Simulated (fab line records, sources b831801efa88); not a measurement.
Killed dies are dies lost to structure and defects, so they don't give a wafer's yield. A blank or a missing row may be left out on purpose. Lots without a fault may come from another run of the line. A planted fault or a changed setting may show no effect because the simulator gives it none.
Problem report in the 8D (eight disciplines) form, filled by code | flow gf180mcu | the parts of the form that need people (team, actions taken, sign-off) are left out

1. THE PROBLEM
spin_speed_rpm at GF_PSD_COAT_02 reads a mean of 3149.4 rpm on 6 wafers of 2 lots; wafers without a fault read 3000.1 rpm with a standard deviation of 2.4. That is +62 standard deviations from the usual mean.
The step: resist thk 1000 nm.
First seen on wafer L308.1, day 17 18:47, on litho_track-01. The record holds 36 wafers of 12 lots with a number at this step. Rule for "out", or "out of limits": more than 4 standard deviations from the usual mean. The other wafers with a number count as sound.

2. WHAT IT IS AND WHAT IT IS NOT
question                    | is                     | is not
which readings at this step | spin_speed_rpm         | exhaust_pa
which lots                  | L308, L309             | L296, L297, L301, L303, L312, L315, L316, L317, L318, L319
which wafers of those lots  | all that have a number | -
read on which tools         | litho_track-01         | litho_track-02, litho_track-04
when                        | from day 17 18:47      | up to then (12 sound wafers); but 18 sound wafers of L312, L315, L316, L317, L318, L319 came after

3. SUSPECTS, AND WHAT RULES EACH OUT
Counting: a tool at a process step up to the reading stays a suspect if it ran every lot that is out and no sound lot after the first of them.
- litho_track-01 at GF_PSD_COAT_02 (resist thk 1000 nm): ruled out as a lasting fault. Sound lots L316, L317 ran on it after its first lot that is out, L308 (day 17 18:47).
Left after counting: nothing in the record.

4. THE CAUSE (what the simulator had put in)
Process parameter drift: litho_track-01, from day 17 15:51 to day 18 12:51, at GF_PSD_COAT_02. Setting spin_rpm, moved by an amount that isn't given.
Counting ruled it out, wrongly.

5. THE CHAIN OF EFFECTS, in route order
Each row: a reading whose mean over the struck wafers that have a number lies more than 3 standard deviations from the usual. Only readings for which the record gives a usual standard deviation are gone through. hours: the time from each lot's start at the first step in this table that gives one to its start at this step, as a median over the lots. sigmas: the change in usual standard deviations.
hours | step            | reading                  | usual      | on struck wafers | change | sigmas
0     | GF_PSD_COAT_02  | spin_speed_rpm           | 3000.1 rpm | 3149.4           | +149.3 | +62
13    | GF_PSD_STRIP_10 | strip_time_to_endpoint_s | 16.53 s    | 16.26            | -0.27  | -7.1
The process steps in it:
- GF_PSD_COAT_02: resist thk 1000 nm.
- GF_PSD_STRIP_10: strips in O2/N2.

6. WHAT WOULD HAVE CAUGHT IT SOONER
In this record the first reading out of limits was taken at day 17 18:47, 3 hours after the fault began at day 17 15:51.
